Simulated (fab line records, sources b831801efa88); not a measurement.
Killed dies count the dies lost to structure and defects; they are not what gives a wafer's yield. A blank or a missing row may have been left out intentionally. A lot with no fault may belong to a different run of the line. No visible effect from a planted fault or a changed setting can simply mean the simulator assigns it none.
What tool caused it? + flow sky130 + Sampling: 11 lots, 33 wafers, 5 of 708 route steps

## WHAT THE GAUGES READ, wafer by wafer
SKY_CAP2M_THK_MEAS_04: measures by xrf. Usual: CAP2M_TIN_THK gives 199.0 nm (standard deviation 2.6).
| lot  | measured     | on           | CAP2M_TIN_THK (nm) | flag |
|------|--------------|--------------|--------------------|------|
| L819 | day 40 13:59 | filmMetro-04 | 196.2 196.8 196.1  |      |
| L821 | day 41 05:59 | filmMetro-01 | 196.1 196.2 195.4  |      |
| L822 | day 41 12:07 | filmMetro-01 | 196.9 198.1 197.0  |      |
| L823 | day 42 07:06 | filmMetro-02 | 200.8 201.2 198.1  |      |
| L824 | day 42 12:05 | filmMetro-01 | 197.7 194.1 198.2  |      |
| L834 | day 44 16:46 | filmMetro-02 | 204.2 204.2 201.7  |      |
| L837 | day 45 11:36 | filmMetro-04 | 198.1 198.2 199.6  |      |
| L838 | day 45 17:39 | filmMetro-02 | 201.1 199.0 200.0  |      |
| L839 | day 45 19:45 | filmMetro-04 | 200.4 199.5 201.1  |      |
| L840 | day 46 00:13 | filmMetro-01 | 199.6 199.5 201.1  |      |
| L842 | day 46 19:23 | filmMetro-02 | 206.5 204.0 205.7  |      |

SKY_VIA4_THK_MEAS_01. Usual: VIA4_HDPCVD_THK gives 1749 nm (standard deviation 17).
| lot  | measured     | on           | VIA4_HDPCVD_THK (nm) | flag |
|------|--------------|--------------|----------------------|------|
| L819 | day 42 16:32 | filmMetro-01 | 1731 1740 1725       |      |
| L821 | day 43 08:48 | filmMetro-02 | 1750 1754 1754       |      |
| L822 | day 43 15:19 | filmMetro-03 | 1415 1414 1398       | OFF  |
| L823 | day 44 08:57 | filmMetro-01 | 1780 1762 1776       |      |
| L824 | day 44 12:56 | filmMetro-02 | 1387 1412 1377       | OFF  |
| L834 | day 46 14:22 | filmMetro-03 | 1754 1748 1772       |      |
| L837 | day 47 08:42 | filmMetro-03 | 1726 1750 1763       |      |
| L838 | day 47 13:56 | filmMetro-02 | 1743 1748 1763       |      |
| L839 | day 47 16:38 | filmMetro-01 | 1762 1749 1776       |      |
| L840 | day 47 19:15 | filmMetro-02 | 1738 1733 1740       |      |
| L842 | day 48 14:04 | filmMetro-02 | 1721 1745 1740       |      |

## WHICH TOOL RAN EACH LOT (tool, then ch and the chambers of the sampled wafers, then the start)
| lot  | SKY_VIA3_STRIP_16                   | SKY_CAP2M_SPUTTER_02        | SKY_VIA4_HDPCVD_00               |
|------|-------------------------------------|-----------------------------|----------------------------------|
| L819 | plasmaAsher-03 ch 0,1, day 40 12:15 | pvdSputter-02, day 40 13:45 | hdpcvd-01 ch 0,1,2, day 42 16:22 |
| L821 | plasmaAsher-02 ch 1, day 41 04:15   | pvdSputter-01, day 41 05:44 | hdpcvd-01 ch 0,2, day 43 08:37   |
| L822 | plasmaAsher-04 ch 0,1, day 41 10:17 | pvdSputter-02, day 41 11:52 | hdpcvd-01 ch 0,1,2, day 43 15:07 |
| L823 | plasmaAsher-03 ch 0,1, day 42 05:11 | pvdSputter-02, day 42 06:52 | hdpcvd-02 ch 0,1, day 44 08:46   |
| L824 | plasmaAsher-02 ch 0,1, day 42 10:14 | pvdSputter-02, day 42 11:51 | hdpcvd-01 ch 1,2, day 44 12:46   |
| L834 | plasmaAsher-04 ch 0,1, day 44 15:04 | pvdSputter-02, day 44 16:31 | hdpcvd-02 ch 0,1, day 46 14:10   |
| L837 | plasmaAsher-02 ch 0,1, day 45 09:51 | pvdSputter-04, day 45 11:22 | hdpcvd-01 ch 0,1,2, day 47 08:31 |
| L838 | plasmaAsher-03 ch 0,1, day 45 15:32 | pvdSputter-02, day 45 17:25 | hdpcvd-01 ch 0,1, day 47 13:46   |
| L839 | plasmaAsher-04 ch 0,1, day 45 17:59 | pvdSputter-01, day 45 19:31 | hdpcvd-01 ch 0,1,2, day 47 16:26 |
| L840 | plasmaAsher-04 ch 0,1, day 45 22:31 | pvdSputter-04, day 45 23:58 | hdpcvd-01 ch 0,2, day 47 19:03   |
| L842 | plasmaAsher-02 ch 0,1, day 46 17:38 | pvdSputter-02, day 46 19:08 | hdpcvd-01 ch 0,1,2, day 48 13:52 |
- SKY_VIA3_STRIP_16: strips in O2/N2.
- SKY_CAP2M_SPUTTER_02: material TiN, target thk 200 nm, time 166.7 s.
- SKY_VIA4_HDPCVD_00: deposits SiO2, target thk 1750 nm, time 291.7 s.

## WHAT THE TOOLS THEMSELVES READ (means of the sampled wafers that have a number; where no wafer has one, the mark that the record gives instead)
SKY_VIA3_STRIP_16. Usual: drypumpMotorCurrentA 5.68 A, standard deviation 0.27; o2FlowSccm 3001 sccm, standard deviation 9.9; oesProductAu 0.401 a.u., standard deviation 0.0044; stripTimeToEndpointS 4.124 s, standard deviation 0.021.
| lot  | tool           | drypumpMotorCurrentA (A) | o2FlowSccm (sccm) | oesProductAu (a.u.) | stripTimeToEndpointS (s) | flag |
|------|----------------|--------------------------|-------------------|---------------------|--------------------------|------|
| L819 | plasmaAsher-03 | 5.29                     | 2996              | 0.406               | 4.141                    |      |
| L821 | plasmaAsher-02 | 5.93                     | 3021              | 0.403               | 4.133                    |      |
| L822 | plasmaAsher-04 | 5.89                     | 3006              | 0.398               | 4.121                    |      |
| L823 | plasmaAsher-03 | 5.29                     | 2991              | 0.399               | 4.117                    |      |
| L824 | plasmaAsher-02 | 5.85                     | 3010              | 0.401               | 4.138                    |      |
| L834 | plasmaAsher-04 | 5.88                     | 2995              | 0.400               | 4.160                    |      |
| L837 | plasmaAsher-02 | 5.77                     | 3011              | 0.402               | 4.143                    |      |
| L838 | plasmaAsher-03 | 5.28                     | 3011              | 0.401               | 4.129                    |      |
| L839 | plasmaAsher-04 | 5.86                     | 2995              | 0.401               | 4.129                    |      |
| L840 | plasmaAsher-04 | 5.88                     | 2988              | 0.403               | 4.125                    |      |
| L842 | plasmaAsher-02 | 5.78                     | 3001              | 0.400               | 4.143                    |      |

SKY_CAP2M_SPUTTER_02. Usual: substrateTempC 299.98 C, standard deviation 0.2; throttleValvePct 30.1 %, standard deviation 1.1.
| lot  | tool          | substrateTempC (C) | throttleValvePct (%) | flag |
|------|---------------|--------------------|----------------------|------|
| L819 | pvdSputter-02 | 300.16             | 30.4                 |      |
| L821 | pvdSputter-01 | 299.94             | 29.0                 |      |
| L822 | pvdSputter-02 | 299.88             | 30.2                 |      |
| L823 | pvdSputter-02 | 299.95             | 30.1                 |      |
| L824 | pvdSputter-02 | 300.01             | 30.3                 |      |
| L834 | pvdSputter-02 | 299.87             | 30.6                 |      |
| L837 | pvdSputter-04 | 299.88             | 29.8                 |      |
| L838 | pvdSputter-02 | 300.07             | 30.2                 |      |
| L839 | pvdSputter-01 | 300.01             | 28.9                 |      |
| L840 | pvdSputter-04 | 300.07             | 31.5                 |      |
| L842 | pvdSputter-02 | 300.12             | 30.1                 |      |

SKY_VIA4_HDPCVD_00. Usual: 60.01 sccm for sih4FlowSccm, sd 0.17.
| lot  | tool      | sih4FlowSccm (sccm) | flag |
|------|-----------|---------------------|------|
| L819 | hdpcvd-01 | 59.94               |      |
| L821 | hdpcvd-01 | 60.00               |      |
| L822 | hdpcvd-01 | 48.05               | OFF  |
| L823 | hdpcvd-02 | 59.89               |      |
| L824 | hdpcvd-01 | 47.86               | OFF  |
| L834 | hdpcvd-02 | 60.13               |      |
| L837 | hdpcvd-01 | 60.10               |      |
| L838 | hdpcvd-01 | 60.05               |      |
| L839 | hdpcvd-01 | 59.95               |      |
| L840 | hdpcvd-01 | 60.00               |      |
| L842 | hdpcvd-01 | 59.91               |      |

## THE ANSWER, worked out from the rows above alone
Rule: take the mean of a lot's wafers that have a number; if it is more than 3 standard deviations from the usual mean, the lot is off. A lot without any number at a reading at which 4 lots or more have one is off too. The other lots that the step has rows for count as sound. First the gauges in route order, then the tools' own readings, where a lot's mean is used as printed above. At the first step where some lot is off, the reading lying furthest off is the one used; lots without a number count as furthest.
Off: L822, L824, at SKY_VIA4_THK_MEAS_01 (VIA4_HDPCVD_THK).
If a tool, at a process step before that reading, ran all the lots that are off and no sound lot after the first of them, it fits. Not tried: the gauges at SKY_VIA4_THK_MEAS_01; whatever is off there is also off at SKY_VIA4_HDPCVD_00, on other tools, and gauge error can't account for it. None of those tried fits.

## WHAT HAD BEEN PUT IN BY THE SIMULATOR
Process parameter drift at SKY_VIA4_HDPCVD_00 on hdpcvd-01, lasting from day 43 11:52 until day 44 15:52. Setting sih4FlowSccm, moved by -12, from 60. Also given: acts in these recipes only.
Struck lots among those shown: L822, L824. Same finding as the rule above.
